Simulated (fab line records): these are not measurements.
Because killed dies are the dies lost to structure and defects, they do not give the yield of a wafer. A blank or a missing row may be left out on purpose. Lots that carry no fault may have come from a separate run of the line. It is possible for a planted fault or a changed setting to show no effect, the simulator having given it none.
One fault seen from 2 desks :: flow gf180mcu :: every desk sees just its own numbers, and what lay behind them comes last

## THE METROLOGY DESK
Lot by lot, what the gauges showed, no matter which tool ran the lot: averages of those sampled wafers that carry a number. If a lot's mean is further than 4 standard deviations from the usual mean, the lot is out of limits and carries the mark OUT (the distance appears in the brackets).
Columns: A = M2_ALCU_RS at GF_M2_RS_MEAS_05, usual 0.0697 ohm/sq; B = M2_ALCU_THK at GF_M2_THK_MEAS_06, usual 445 nm; C = cd-nm at GF_M2_CD_MEAS_14, usual 280.0 nm; D = M2_OVL at GF_M2_OVL_MEAS_15, usual 2 nm
lot: L333
first seen here: day 19 11:59
A: 0.0704
B: 440
C: 280.4
D: 5

lot: L336
first seen here: day 20 05:40
A: 0.0696
B: 447
C: 280.6
D: -4

lot: L338
first seen here: day 21 11:22
A: 0.0702
B: 440
C: 279.4
D: 0

lot: L339
first seen here: day 21 16:17
A: 0.0689
B: 449
C: 280.5
D: 15

lot: L345
first seen here: day 23 20:26
A: 0.0709
B: 439
C: 279.7
D: 2

lot: L349
first seen here: day 24 23:52
A: 0.0693
B: 449
C: 279.2
D: -3

lot: L353
first seen here: day 26 03:33
A: 0.0701
B: 442
C: 280.7
D: -1
This desk's verdict: no lot among the 7 shows anything out of limits.

## THE TOOL OWNER'S DESK: rie-metal-01
The tool's own readings at GF_M2_METAL_ETCH_16 (etches the open film in Cl2/BCl3, stops on SiO2, target depth 627.5 nm, time 104.6 s): means of the sampled wafers that have a number, for each lot that ran on this tool. If a lot's mean is further than 4 standard deviations from the usual mean, the lot is out of limits and carries the mark OUT (the distance appears in the brackets).
Columns: A = bias-w at GF_M2_METAL_ETCH_16, usual 140.0 W; B = drypump-motor-current-A at GF_M2_METAL_ETCH_16, usual 5.8 A; C = oes-product-au at GF_M2_METAL_ETCH_16, usual 0.971 a.u.; D = throttle-valve-pct at GF_M2_METAL_ETCH_16, usual 28.251 %
lot: L336
first seen here: day 21 05:48
A: 125.4 (-39) OUT
B: 5.4
C: 0.962
D: 28.251

lot: L338
first seen here: day 22 10:59
A: 126.0 (-38) OUT
B: 5.4
C: 0.961
D: 28.267

lot: L339
first seen here: day 22 15:47
A: 125.9 (-38) OUT
B: 5.3
C: 0.968
D: 28.254

lot: L349
first seen here: day 25 21:18
A: 140.1
B: 5.3
C: 0.976
D: 28.247
This desk's finding: out of limits on L336, L338, L339; first on L336, day 21 05:48 (bias-w at GF_M2_METAL_ETCH_16). L349 stayed within limits.

## ALL TOGETHER
On L336, L338, L339, at day 21 05:48, an alarm was possible from the tool owner's desk.
From the metrology desk's view, nothing was out of limits.
The metrology desk holds a record of L336, L338, L339, inside its limits.
Every lot named ran GF_M2_METAL_ETCH_16 on rie-metal-01.

## WHAT THE SIMULATOR HAD PUT IN
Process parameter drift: rie-metal-01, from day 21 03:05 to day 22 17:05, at GF_M2_METAL_ETCH_16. From 140, the setting bias-w moved by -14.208. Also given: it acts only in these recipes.
Struck lots among those shown: L336, L338, L339.
Time in hours from fault onset to the first out-of-limits reading at each desk: the tool owner's desk, 3.
